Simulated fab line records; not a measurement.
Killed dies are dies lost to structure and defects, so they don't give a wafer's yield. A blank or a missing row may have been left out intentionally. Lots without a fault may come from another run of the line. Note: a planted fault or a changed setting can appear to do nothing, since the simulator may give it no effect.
Problem report in the 8D (eight disciplines) form, filled by code ; flow sky130 ; the parts of the form that need people (team, actions taken, sign-off) are left out

## 1. THE ISSUE
Mean PASSIVATION_CVD_02_THK at SKY_PASSIVATION_THK_MEAS_03: 454 nm over 4 wafers in 2 lots; fault-free wafers: 542 nm, standard deviation 9. That puts it -9.7 standard deviations away from the usual mean.
First observed at day 47 18:03: wafer L120.1, on film_metro-03. Wafers with a number at this step in the record: 39, from 13 lots. By rule, "out" or "out of limits" means more than 4 standard deviations away from the usual mean. Any other wafer with a number is counted as sound.

## 2. WHAT IT IS; WHAT IT IS NOT
question;is;is not
which readings at this step;PASSIVATION_CVD_02_THK;-
which lots;L120, L121;L107, L108, L109, L110, L111, L112, L113, L114, L124, L127, L129
which wafers of those lots;L120.1, L120.6, L121.3, L121.6;L120.3, L121.1
read on which gauges;film_metro-02, film_metro-03;film_metro-04
when;from day 47 18:03;"up to then (25 sound wafers); but 10 sound wafers of L121, L124, L127, L129 came after"

## 3. THE SUSPECTS, EACH WITH WHAT RULES IT OUT
Counting: if a tool at a process step up to the reading ran every lot that is out, it stays a suspect. Sound lots after the first of them don't rule it out here, since some wafers of a struck lot are sound.
- the gauge at SKY_PASSIVATION_THK_MEAS_03: ruled out. 2 gauges (film_metro-02, film_metro-03) read the wafers that are out.
- pecvd-02 at SKY_PASSIVATION_CVD_02 (deposits Si3N4, target thk 540 nm): kept. Every lot that is out went through it, the first being L120 (day 47 17:50); the last sound lot it ran before that was L111 (day 45 16:38). Its own readings are out on those wafers: rf_fwd_power_W.
- Within pecvd-02 at SKY_PASSIVATION_CVD_02: the wafers that are out ran in chamber 0; their sound lot-mates ran in chamber 1.
Remaining after the count: pecvd-02 at SKY_PASSIVATION_CVD_02.

## 4. THE CAUSE (what the simulator had put in)
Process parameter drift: pecvd-02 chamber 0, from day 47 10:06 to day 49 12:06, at SKY_PASSIVATION_CVD_02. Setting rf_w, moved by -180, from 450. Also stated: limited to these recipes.
This tool alone remained once counting was done.

## 5. SEQUENCE OF EFFECTS, ordered by route
Each row: a reading whose mean over the struck wafers that have a number lies more than 3 standard deviations from the usual. Readings are gone through only where the record gives a usual standard deviation; hours: the median, over the lots, of the time from a lot's start at the first step in this table giving one to that lot's start at this step; sigmas: the change measured in usual standard deviations.
hours;step;reading;usual;on struck wafers;change;sigmas
0;SKY_PASSIVATION_CVD_02;rf_fwd_power_W;449.2 W;267.7;-181.5;-99 or more
0;SKY_PASSIVATION_THK_MEAS_03;PASSIVATION_CVD_02_THK;542 nm;454;-88;-9.7
19;SKY_PASSIVATION_ETCH_11;oes_product_au;0.979 a.u.;0.908;-0.071;-8.5
Process steps it contains:
- SKY_PASSIVATION_CVD_02: deposits Si3N4, target thk 540 nm.
- SKY_PASSIVATION_ETCH_11: etches the open film in CF4/O2, stops on AlCu, target depth 725 nm, time 161.1 s.

## 6. HOW IT WOULD HAVE BEEN CAUGHT EARLIER
Counted from the fault's start at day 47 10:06, it took 8 hours until the first out-of-limits reading at a measuring or inspecting step in this record, taken at day 47 18:03.
Tool's own readings at SKY_PASSIVATION_CVD_02, rf_fwd_power_W: out on all struck wafers the step has rows for; an alarm limit on them would have tripped on the first.
L121, from the lots that are out (2), started SKY_PASSIVATION_CVD_02 on pecvd-02 later than day 47 18:03. A hold on the tool at that time would have spared it.
